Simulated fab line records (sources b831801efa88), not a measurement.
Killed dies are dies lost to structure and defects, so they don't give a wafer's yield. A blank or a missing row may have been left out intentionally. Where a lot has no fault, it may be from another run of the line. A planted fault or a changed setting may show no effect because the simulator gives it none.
Comparing a struck lot with a sound one | flow sky130 | 15 steps out of a route of 708
Sound: these wafers, L970.1, L970.2, L970.5. Struck: wafer L975.1. (L975.6 of the same lot was not struck and is left out.) The cause comes at the end.
Each step with rows lists, per side, the tool, then ch with its chambers, then its first start. Under that, the readings that differ: sound wafers | struck wafers | difference of the means | sigmas: that difference in standard deviations of wafers without a fault.
alike: readings with means less than 2 such deviations apart, plus words and numbers identical on both sides. not compared: withheld readings, readings lacking a value on some wafer, bounds such as >300 that could conceal the same value, and numbers that have no deviation in the record and whose values overlap.
The two part at a step that has a row with sigmas, a row that says differs or no value, or rows on one side only. Numbers that don't overlap but have no deviation are shown without sigmas and don't part them. A reading that every wafer of one side lacks parts them only if that side has two wafers or more.

first, 8 steps without rows for these wafers: SKY_POLY_GATE_DEHYDRATE_05 (time 60 s); SKY_POLY_GATE_HMDS_06 (prime time 60 s); SKY_POLY_GATE_COAT_07 (resist thk 110 nm); SKY_POLY_GATE_COAT_08 (resist thk 450 nm); SKY_POLY_GATE_SOFTBAKE_09 (time 90 s); SKY_POLY_GATE_EXPOSE_10 (exposes mask P1M, target cd 150 nm); SKY_POLY_GATE_PEB_11; SKY_POLY_GATE_DEVELOP_12 (develop time 60 s).
SKY_POLY_GATE_CD_MEAS_13: target cd 150 nm.
  sound on cd sem-02 at day 17 03:23; struck on cd sem-01 at day 19 01:50
  alike: cd nm
SKY_POLY_GATE_OVL_MEAS_14:
  sound on overlay-02 at day 17 03:30; struck on overlay-01 at day 19 01:58
  alike: POLY_GATE_OVL
SKY_POLY_GATE_ETCH_15: etches BARC in N2/H2, stops on SiO2, time 118.5 s, target depth 110 nm.
  sound on rie diel-02 ch 0,2,3, day 17 03:32; struck on rie diel-03 ch 3, day 19 01:59
  alike: bias w, drypump motor current A, oes product au, throttle valve pct
  not compared: rf hours counter h
SKY_POLY_GATE_ETCH_16: etches Si3N4 in CH3F/O2, stops on poly-Si, time 147.5 s, target depth 75 nm.
  sound on rie diel-02 ch 0,2,3, day 17 03:37; struck on rie diel-03 ch 3, day 19 02:05
  reading                | sound                | struck | difference | sigmas
  throttle valve pct (%) | 10.531 10.533 10.530 | 10.550 | +0.019     | +2
  alike: bias w, drypump motor current A, oes product au
  not compared: rf hours counter h
SKY_POLY_GATE_ETCH_17: etches poly-Si in HBr/Cl2, stops on SiO2, target depth 180 nm, time 70.5 s.
  sound on rie si-01 ch 0,2,3, day 17 03:43; struck on rie si-01 ch 0, day 19 02:11
  reading                                          | sound             | struck | difference | sigmas
  oes product au (a.u.)                            | 0.978 0.989 0.979 | 0.851  | -0.131     | -18
  model.POLY_GATE.feature depth nm (nm)            | 177.7 178.3 177.6 | 144.3  | -33.6      |
  model.etch.depth nm (nm)                         | 177.7 178.3 177.6 | 144.3  | -33.6      |
  model.KrF-thick_of_POLY_GATE_COAT_08.thk nm (nm) | 138.2 141.3 145.7 | 158.3  | +16.6      |
  alike: bias w, drypump motor current A, mfc cl2 sccm, throttle valve pct
  not compared: rf hours counter h
SKY_POLY_GATE_STRIP_18: strips in O2/N2.
  sound on plasma asher-03 ch 0,1, day 17 03:47; struck on plasma asher-03 ch 0, day 19 02:14
  reading                      | sound             | struck | difference | sigmas
  drypump motor current A (A)  | 5.28 6.06 5.30    | 6.06   | +0.51      | +2
  oes product au (a.u.)        | 0.360 0.365 0.360 | 0.378  | +0.016     | +4
  strip time to endpoint s (s) | 3.139 3.188 3.236 | 3.377  | +0.189     | +6
  not compared: rf hours counter h
then, 1 step without rows for these wafers: SKY_POLY_GATE_CLEAN_19 (cleans in SC1/SC2, time 150 s).

## WHERE THEY PART
Last at SKY_POLY_GATE_STRIP_18 as far as this record goes, first at SKY_POLY_GATE_ETCH_16.

WHY: what the simulator had put in
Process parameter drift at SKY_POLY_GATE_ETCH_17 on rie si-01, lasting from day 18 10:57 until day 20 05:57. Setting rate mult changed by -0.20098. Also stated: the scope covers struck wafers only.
